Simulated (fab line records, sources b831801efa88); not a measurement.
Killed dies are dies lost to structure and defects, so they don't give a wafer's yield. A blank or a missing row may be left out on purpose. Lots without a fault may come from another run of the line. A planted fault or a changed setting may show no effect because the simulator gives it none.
Which tool did it? | flow sky130 | 11 lots, 33 wafers sampled, at 3 steps of a route of 708

WHAT THE GAUGES READ, wafer by wafer
SKY_METAL1_RS_MEAS_05: measures by four-point-probe. Usual: METAL1_ALCU_RS 0.1263 ohm/sq, standard deviation 0.0015.
lot  | measured     | on            | METAL1_ALCU_RS (ohm/sq)                   | flag
L173 | day 31 05:21 | film_metro-02 | 0.1241 0.1258 0.1253                      |
L176 | day 32 01:26 | film_metro-03 | 0.1288 0.1276 0.1291                      |
L177 | day 32 13:55 | film_metro-02 | 0.1281 0.1268 0.1259                      |
L184 | day 35 00:46 | film_metro-02 | 0.1266 0.1260 0.1276                      |
L185 | day 35 05:22 | film_metro-01 | 0.1276 0.1259 0.1266 0.1275 0.1263 0.1266 |
L187 | day 36 16:57 | film_metro-02 | 0.1254 0.1262 0.1258                      |
L188 | day 36 17:38 | film_metro-01 | 0.1266 0.1250 0.1274 0.1269 0.1249 0.1277 |
L189 | day 36 23:24 | film_metro-02 | 0.1269 0.1268 0.1257                      |
L190 | day 36 23:49 | film_metro-03 | 0.1249 0.1246 0.1251                      |
L192 | day 37 18:53 | film_metro-02 | 0.1254 0.1240 0.1251                      |
L196 | day 38 19:55 | film_metro-03 | 0.1227 0.1224 0.1223                      |

SKY_METAL1_THK_MEAS_06: measures by xrf. Usual: METAL1_ALCU_THK 248 nm, standard deviation 3.2.
lot  | measured     | on            | METAL1_ALCU_THK (nm)    | flag
L173 | day 31 05:28 | film_metro-02 | 250 248 247             |
L176 | day 32 01:33 | film_metro-03 | 243 245 242             |
L177 | day 32 14:00 | film_metro-02 | 241 245 245             |
L184 | day 35 00:53 | film_metro-02 | 245 247 245             |
L185 | day 35 08:12 | film_metro-01 | 245 219 247 247 218 248 | OFF
L187 | day 36 17:04 | film_metro-02 | 247 247 247             |
L188 | day 36 20:38 | film_metro-01 | 248 221 246 248 219 247 | OFF
L189 | day 36 23:31 | film_metro-02 | 245 245 248             |
L190 | day 36 23:55 | film_metro-03 | 251 253 253             |
L192 | day 37 18:59 | film_metro-02 | 249 251 249             |
L196 | day 38 20:01 | film_metro-03 | 255 257 255             |

WHICH TOOL RAN EACH LOT (tool, then ch and the chambers of the sampled wafers, then the start)
lot  | SKY_METAL1_SPUTTER_04
L173 | pvd_sputter-02, day 31 05:17
L176 | pvd_sputter-01, day 32 01:23
L177 | pvd_sputter-02, day 32 13:49
L184 | pvd_sputter-01, day 35 00:43
L185 | pvd_sputter-02, day 35 05:17
L187 | pvd_sputter-01, day 36 16:53
L188 | pvd_sputter-02, day 36 17:34
L189 | pvd_sputter-01, day 36 23:20
L190 | pvd_sputter-03, day 36 23:44
L192 | pvd_sputter-03, day 37 18:46
L196 | pvd_sputter-03, day 38 19:50
- SKY_METAL1_SPUTTER_04: material TiN, target thk 70 nm, time 58.3 s.

WHAT THE TOOLS THEMSELVES READ (means of the sampled wafers that have a number; where no wafer has one, the mark that the record gives instead)
SKY_METAL1_SPUTTER_04. Usual: throttle_valve_pct 30.0 %, standard deviation 1.1.
lot  | tool           | throttle_valve_pct (%) | flag
L173 | pvd_sputter-02 | 30.0                   |
L176 | pvd_sputter-01 | 28.7                   |
L177 | pvd_sputter-02 | 29.8                   |
L184 | pvd_sputter-01 | 29.5                   |
L185 | pvd_sputter-02 | 29.8                   |
L187 | pvd_sputter-01 | 29.1                   |
L188 | pvd_sputter-02 | 29.8                   |
L189 | pvd_sputter-01 | 28.8                   |
L190 | pvd_sputter-03 | 30.8                   |
L192 | pvd_sputter-03 | 29.8                   |
L196 | pvd_sputter-03 | 30.2                   |

THE ANSWER, worked out from the rows above alone
Rule: a lot is off if the mean of its wafers that have a number lies more than 3 standard deviations from the usual mean. A lot without any number at a reading at which 4 lots or more have one is off too. The other lots that the step has rows for count as sound. The gauges are gone through in route order, then the tools' own readings, and for those a lot's mean is taken as printed above. The first step at which some lot is off is used, and at that step the reading that is off furthest; a lot without a number counts as furthest.
Off: L185, L188, at SKY_METAL1_THK_MEAS_06 (METAL1_ALCU_THK).
A tool fits if, at a process step before that reading, it ran every lot that is off, and no sound lot after the first of them. The gauges at SKY_METAL1_THK_MEAS_06 are tried like those tools. Can't be told from this: 2 tools fit, pvd_sputter-02 at SKY_METAL1_SPUTTER_04, film_metro-01 at SKY_METAL1_THK_MEAS_06.

WHAT THE SIMULATOR HAD PUT IN
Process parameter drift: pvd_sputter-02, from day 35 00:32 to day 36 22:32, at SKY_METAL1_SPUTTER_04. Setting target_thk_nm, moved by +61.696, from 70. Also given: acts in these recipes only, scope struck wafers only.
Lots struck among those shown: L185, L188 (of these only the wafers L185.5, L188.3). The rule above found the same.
